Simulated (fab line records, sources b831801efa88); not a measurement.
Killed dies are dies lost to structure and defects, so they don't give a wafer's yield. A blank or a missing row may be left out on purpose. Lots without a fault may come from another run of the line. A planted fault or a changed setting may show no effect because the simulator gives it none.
Problem report in the 8D (eight disciplines) form, filled by code | flow sky130 | the parts of the form that need people (team, actions taken, sign-off) are left out

1. THE PROBLEM
oes_product_au at SKY_VIA3_ETCH_14 reads a mean of 0.959 a.u. on 1 wafer of 1 lot; wafers without a fault read 0.855 a.u. with a standard deviation of 0.0045. That is +23 standard deviations from the usual mean.
The step: etches BARC in N2/H2, stops on SiO2, time 45.9 s, target depth 60 nm.
First seen on wafer L816.6, day 42 19:55, on rie_diel-01. The record holds 15 wafers of 5 lots with a number at this step. Rule for "out", or "out of limits": more than 4 standard deviations from the usual mean. The other wafers with a number count as sound.

2. WHAT IT IS AND WHAT IT IS NOT
question                    | is                           | is not
which readings at this step | oes_product_au, run_length_s | drypump_motor_current_A, throttle_valve_pct
which lots                  | L816                         | L821, L823, L826, L828
which wafers of those lots  | L816.6                       | L816.1, L816.4
read on which tools         | rie_diel-01                  | rie_diel-03, rie_diel-04
when                        | from day 42 19:55            | up to then (2 sound wafers); but 12 sound wafers of L821, L823, L826, L828 came after

3. SUSPECTS, AND WHAT RULES EACH OUT
Counting: a tool at a process step up to the reading stays a suspect if it ran every lot that is out. Sound lots after the first of them don't rule it out here, since some wafers of a struck lot are sound.
- cmp-02 at SKY_VIA3_CMP_02 (polishes SiO2): kept. It ran the lot that is out, L816 (day 41 20:31).
- rie_diel-01 at SKY_VIA3_ETCH_14 (etches BARC in N2/H2, stops on SiO2, time 45.9 s, target depth 60 nm): kept. It ran the lot that is out, L816 (day 42 19:55). Its own readings are out on those wafers: oes_product_au, run_length_s.
Left after counting: cmp-02 at SKY_VIA3_CMP_02, rie_diel-01 at SKY_VIA3_ETCH_14.

4. THE CAUSE (what the simulator had put in)
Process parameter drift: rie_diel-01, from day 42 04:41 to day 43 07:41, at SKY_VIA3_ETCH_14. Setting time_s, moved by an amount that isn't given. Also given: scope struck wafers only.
Counting left 2 suspects, and this tool is among them.

5. THE CHAIN OF EFFECTS, in route order
Each row: a reading whose mean over the struck wafers that have a number lies more than 3 standard deviations from the usual. Only readings for which the record gives a usual standard deviation are gone through. hours: the time from each lot's start at the first step in this table that gives one to its start at this step, as a median over the lots. sigmas: the change in usual standard deviations.
hours | step             | reading        | usual      | on struck wafers | change | sigmas
0     | SKY_VIA3_ETCH_14 | oes_product_au | 0.855 a.u. | 0.959            | +0.104 | +23
0     | SKY_VIA3_ETCH_14 | run_length_s   | 74.2 s     | 69.0             | -5.2   | -12
The process steps in it:
- SKY_VIA3_ETCH_14: etches BARC in N2/H2, stops on SiO2, time 45.9 s, target depth 60 nm.

6. WHAT WOULD HAVE CAUGHT IT SOONER
In this record the first reading out of limits was taken at day 42 19:55, 15 hours after the fault began at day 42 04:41.
